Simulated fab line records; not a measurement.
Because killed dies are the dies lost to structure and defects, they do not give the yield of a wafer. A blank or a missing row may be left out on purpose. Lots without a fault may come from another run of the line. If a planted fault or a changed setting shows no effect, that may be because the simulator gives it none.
A lot that was struck, set against a sound lot | flow sky130 | 16 steps out of a route of 708
Sound: these wafers, L869.1, L869.3, L869.6. Wafers struck: L867.1, L867.4, L867.6. The cause is named last.
Each step with rows lists, per side, the tool, then ch with its chambers, then its first start. Under that, the readings that differ: sound wafers | struck wafers | difference of the means | sigmas: that difference in standard deviations of wafers without a fault.
alike: a reading whose means differ by less than 2 such deviations, as well as words and numbers matching on both sides. not compared: withheld readings; readings where some wafer has no value; bounds like >300 that might hide an equal value; numbers whose values overlap and for which the record gives no deviation.
A row with sigmas, a row that says differs or no value, or rows on one side alone: a step with any of these is where the two part. Non-overlapping numbers with no deviation appear without sigmas and do not part them. A reading that every wafer of one side lacks parts them only if that side has two wafers or more.

SKY_VT_ADJUST_HVTP_OVL_MEAS_08:
  struck on overlay-02, day 9 11:06; sound on overlay-02, day 10 02:17
  alike: VT_ADJUST_HVTP_OVL
following that, these wafers have no rows for 1 step: SKY_VT_ADJUST_HVTP_IMPLANT_09.
SKY_VT_ADJUST_HVTP_STRIP_10: strips in O2/N2.
  sound on plasma asher-04 ch 0,1, day 10 02:28; struck on plasma asher-04 ch 0,1, day 9 11:17
  alike: drypump motor current A, oes product au, strip time to endpoint s
  not compared: rf hours counter h
SKY_VT_ADJUST_HVTP_TW_MEAS_11:
  struck on film metro-01, day 9 11:23; sound on film metro-03, day 10 02:34
  reading           | sound          | struck         | difference | sigmas
  VT_ADJUST_HVTP_TW | 1337 1326 1323 | 1348 1354 1359 | +25        | +3
then, 7 steps without rows for these wafers: SKY_VT_ADJUST_LVTN_DEHYDRATE_00 (time 60 s); SKY_VT_ADJUST_LVTN_HMDS_01 (prime time 60 s); SKY_VT_ADJUST_LVTN_COAT_02 (resist thk 3000 nm); SKY_VT_ADJUST_LVTN_SOFTBAKE_03; SKY_VT_ADJUST_LVTN_EXPOSE_04 (exposes mask NWM COMPLEMENT LESS NATIVE, target cd 840 nm); SKY_VT_ADJUST_LVTN_PEB_05; SKY_VT_ADJUST_LVTN_DEVELOP_06 (develop time 60 s).
SKY_VT_ADJUST_LVTN_OVL_MEAS_07:
  struck on overlay-02, day 10 11:07; sound on overlay-01, day 11 01:46
  alike: VT_ADJUST_LVTN_OVL
SKY_VT_ADJUST_LVTN_IMPLANT_08:
  sound on implanter-01 ch 0, day 11 01:47; struck on implanter-02 ch 0, day 10 11:09
  reading            | sound                          | struck                        | difference | sigmas
  dose ions cm2      | 1.5679e+12 1.5694e+12 1.57e+12 | 7.705e+11 7.697e+11 7.663e+11 | -8.003e+11 | -99 or more
  faraday current uA | 8.92 8.58 8.88                 | 4.28 4.46 4.40                | -4.41      | -22
SKY_VT_ADJUST_LVTN_STRIP_09: strips in O2/N2.
  sound on plasma asher-04 ch 0, day 11 01:56; struck on plasma asher-01 ch 0,1, day 10 11:18
  reading                     | sound       | struck      | difference | sigmas
  drypump motor current A (A) | 6.6 6.7 6.6 | 5.0 5.0 5.4 | -1.5       | -3
  alike: oes product au, strip time to endpoint s
  not compared: rf hours counter h
SKY_VT_ADJUST_LVTN_TW_MEAS_10:
  struck on film metro-01, day 10 11:38; sound on film metro-01, day 11 02:02
  reading           | sound             | struck            | difference | sigmas
  VT_ADJUST_LVTN_TW | 237.3 237.1 238.7 | 197.1 196.3 196.3 | -41.1      | -29
  not compared: hold
-- the record jumps here: 38 days lie between the struck wafers' starts before and after (it left off in module VT_ADJUST_LVTN and takes up again in module PAD_OPEN, whose first step shown is number 708 of the route) --
SKY_PAD_OPEN_PROBE_99:
  struck on prober-01, day 48 21:49; sound on prober-01, day 49 11:15
  reading                                     | sound                | struck               | difference | sigmas
  model.etest.nfet_01v8_lvt.drive ua um       | 558.8 565.4 565.2    | 598.7 595.6 606.8    | +37.2      |
  model.etest.nfet_01v8_turned.off log10 a um | -13.38 -13.4 -13.37  | -13.19 -13.26 -13.15 | +0.18      |
  model.etest.nfet_01v8_lvt.vt sat v (V)      | 0.5456 0.5349 0.5378 | 0.5075 0.5195 0.4993 | -0.0307    |
  model.etest.nfet_01v8_lvt.vt v (V)          | 0.6186 0.6245 0.6123 | 0.5962 0.5979 0.5933 | -0.0227    |
  model.etest.nfet_01v8_swapped.vt sat v (V)  | 0.6549 0.6569 0.6572 | 0.6379 0.6413 0.6278 | -0.0207    |
  model.etest.nfet_01v8.vt sat v (V)          | 0.6503 0.6514 0.6489 | 0.6355 0.6364 0.6289 | -0.0166    |
  alike: killed_at_M0_to_M3, killed_at_M4_up, killed at contacts, killed at front end, killed at other, killed dies, killed open, killed short
  not compared: model.etest.nfet_01v8_swapped.off log10 a um, model.etest.nfet_01v8.off log10 a um

WHERE THEY PART
First at SKY_VT_ADJUST_HVTP_TW_MEAS_11; last, within this record, at SKY_VT_ADJUST_LVTN_TW_MEAS_10. Later steps at which nothing parts them and some readings are alike: SKY_PAD_OPEN_PROBE_99.

WHY: what had been put in by the simulator
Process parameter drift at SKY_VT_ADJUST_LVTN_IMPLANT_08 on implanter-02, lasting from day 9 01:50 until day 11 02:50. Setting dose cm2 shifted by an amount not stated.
